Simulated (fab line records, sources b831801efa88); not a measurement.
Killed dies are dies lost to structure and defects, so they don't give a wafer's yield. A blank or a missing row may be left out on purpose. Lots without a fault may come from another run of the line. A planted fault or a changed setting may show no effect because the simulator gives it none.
Chamber matching | flow gf180mcu | GF_V5_CMP_04 on cmp-02: 4 sister chambers
The step polishes SiO2. 8 wafers are shown with their chamber, then 9 later ones without.

WAFERS WITH THEIR CHAMBER
wafer  | chamber | motor_current_A (A)
L747.2 | 0       | 13.5
L747.5 | 3       | 12.4
L748.1 | 1       | 12.1
L748.3 | 0       | 14.6
L750.5 | 1       | 11.7
L756.1 | 3       | 11.8
L756.3 | 2       | 11.6
L756.6 | 2       | 11.9

WAFERS WITHOUT THEIR CHAMBER
wafer  | motor_current_A (A)
L761.1 | 12.2
L761.2 | 12.1
L761.3 | 11.5
L763.2 | 12.1
L763.4 | 13.4
L763.5 | 13.6
L765.1 | 13.6
L765.2 | 12.5
L765.4 | 11.6

WHICH CHAMBER EACH WENT THROUGH
wafer  | from the rows above          | in truth
L761.1 | can't be placed: 3 or 1 or 2 | 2
L761.2 | can't be placed: 3 or 1 or 2 | 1
L761.3 | can't be placed: 2 or 1 or 3 | 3
L763.2 | can't be placed: 3 or 1 or 2 | 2
L763.4 | can't be placed: 0 or 3 or 1 | 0
L763.5 | 0                            | 0
L765.1 | 0                            | 0
L765.2 | can't be placed: 3 or 1 or 2 | 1
L765.4 | can't be placed: 2 or 1 or 3 | 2
Placed correctly: 2 of 9. Can't be placed from these rows: 7 (the true chamber is among the candidates in 7). Placed wrongly: 0.
How it was worked out, from the rows above alone: a wafer's distance from a chamber is the root of the sum, over the readings, of the square of ((its reading less the chamber's mean) divided by the reading's scatter). The wafer belongs to the nearest chamber; if the next one is less than 2 further off, it can't be placed. A chamber's mean is the mean of its shown wafers. The scatter: the root of (the sum of the squares of (reading less its chamber's mean) over the shown wafers, divided by (wafers less chambers)).
